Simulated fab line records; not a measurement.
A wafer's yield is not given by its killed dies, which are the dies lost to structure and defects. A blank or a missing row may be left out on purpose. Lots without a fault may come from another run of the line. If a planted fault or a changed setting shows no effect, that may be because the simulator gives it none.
Shared-tool check / flow sky130 / 42 wafers sampled across 14 lots

REASON IT WAS OPENED
At SKY_DNWELL_TW_MEAS_09 the reading DNWELL_TW is flagged on 2 of 14 lots. No-fault wafers: 1118, standard deviation 5.2.
Rule: flag the lot when none of its wafers has a number, or when each of its wafers that has one lies beyond 4 standard deviations from that mean. As for the other lots, they are considered sound.

lot=L817; measured=day 3 13:08; on=film-metro-03; DNWELL_TW, wafer by wafer=1120 1113 1113; flag=
lot=L818; measured=day 3 20:06; on=film-metro-01; DNWELL_TW, wafer by wafer=1123 1116 1112; flag=
lot=L820; measured=day 4 05:26; on=film-metro-01; DNWELL_TW, wafer by wafer=1126 1123 1132; flag=
lot=L821; measured=day 4 09:35; on=film-metro-03; DNWELL_TW, wafer by wafer=1110 1112 1111; flag=
lot=L822; measured=day 4 14:22; on=film-metro-01; DNWELL_TW, wafer by wafer=1121 1122 1119; flag=
lot=L823; measured=day 4 17:17; on=film-metro-02; DNWELL_TW, wafer by wafer=1117 1124 1117; flag=
lot=L824; measured=day 5 04:50; on=film-metro-02; DNWELL_TW, wafer by wafer=1112 1113 1109; flag=
lot=L825; measured=day 5 05:41; on=film-metro-03; DNWELL_TW, wafer by wafer=1115 1119 1112; flag=
lot=L826; measured=day 5 12:49; on=film-metro-03; DNWELL_TW, wafer by wafer=1112 1115 1108; flag=
lot=L827; measured=day 5 15:31; on=film-metro-01; DNWELL_TW, wafer by wafer=1119 1115 1116; flag=
lot=L830; measured=day 6 07:55; on=film-metro-02; DNWELL_TW, wafer by wafer=30 30 30; flag=FLAGGED
lot=L831; measured=day 6 14:25; on=film-metro-01; DNWELL_TW, wafer by wafer=30 30 30; flag=FLAGGED
lot=L833; measured=day 7 08:22; on=film-metro-02; DNWELL_TW, wafer by wafer=1122 1119 1116; flag=
lot=L839; measured=day 8 18:08; on=film-metro-01; DNWELL_TW, wafer by wafer=1119 1117 1115; flag=
Flagged lots average 30: -1088 relative to the usual, that is -99 or more standard deviations.

TOOL THAT RAN EACH LOT
The record holds 1 process step before the reading, out of a route of 708 steps. Every cell lists first the tool, next ch and the chambers used by the sampled wafers, and last the start.
lot=L817; flag=; SKY_DNWELL_EXPOSE_04=iline-stepper-01 ch 0, day 3 04:51
lot=L818; flag=; SKY_DNWELL_EXPOSE_04=iline-stepper-01 ch 0, day 3 12:19
lot=L820; flag=; SKY_DNWELL_EXPOSE_04=iline-stepper-01 ch 0, day 3 20:58
lot=L821; flag=; SKY_DNWELL_EXPOSE_04=iline-stepper-01 ch 0, day 4 01:19
lot=L822; flag=; SKY_DNWELL_EXPOSE_04=iline-stepper-02 ch 0, day 4 06:14
lot=L823; flag=; SKY_DNWELL_EXPOSE_04=iline-stepper-01 ch 0, day 4 09:14
lot=L824; flag=; SKY_DNWELL_EXPOSE_04=iline-stepper-02 ch 0, day 4 20:01
lot=L825; flag=; SKY_DNWELL_EXPOSE_04=iline-stepper-01 ch 0, day 4 21:05
lot=L826; flag=; SKY_DNWELL_EXPOSE_04=iline-stepper-01 ch 0, day 5 03:28
lot=L827; flag=; SKY_DNWELL_EXPOSE_04=iline-stepper-02 ch 0, day 5 06:27
lot=L830; flag=FLAGGED; SKY_DNWELL_EXPOSE_04=iline-stepper-01, day 5 23:17
lot=L831; flag=FLAGGED; SKY_DNWELL_EXPOSE_04=iline-stepper-02, day 6 04:40
lot=L833; flag=; SKY_DNWELL_EXPOSE_04=iline-stepper-02 ch 0, day 6 22:37
lot=L839; flag=; SKY_DNWELL_EXPOSE_04=iline-stepper-02 ch 0, day 8 06:58
These steps, and what they do:
- SKY_DNWELL_EXPOSE_04: exposes mask DNM, target cd 3000 nm.
- SKY_DNWELL_TW_MEAS_09

FLAGGED OVER TOTAL, TOOL BY TOOL (the gauges that took the reading come last)
step=SKY_DNWELL_EXPOSE_04; tool=iline-stepper-01; lots run=8; flagged=1; share of the flagged lots=some; sound lots run after its first flagged lot=0
step=SKY_DNWELL_EXPOSE_04; tool=iline-stepper-02; lots run=6; flagged=1; share of the flagged lots=some; sound lots run after its first flagged lot=2 (L833,L839)
step=SKY_DNWELL_TW_MEAS_09; tool=film-metro-01; lots run=6; flagged=1; share of the flagged lots=some; sound lots run after its first flagged lot=1 (L839)
step=SKY_DNWELL_TW_MEAS_09; tool=film-metro-02; lots run=4; flagged=1; share of the flagged lots=some; sound lots run after its first flagged lot=1 (L833)
step=SKY_DNWELL_TW_MEAS_09; tool=film-metro-03; lots run=4; flagged=0; share of the flagged lots=none; sound lots run after its first flagged lot=-

THE TABLE: WHAT IT ALLOWS
No row of the table ran every flagged lot.

WHAT THE SIMULATOR HAD INSERTED
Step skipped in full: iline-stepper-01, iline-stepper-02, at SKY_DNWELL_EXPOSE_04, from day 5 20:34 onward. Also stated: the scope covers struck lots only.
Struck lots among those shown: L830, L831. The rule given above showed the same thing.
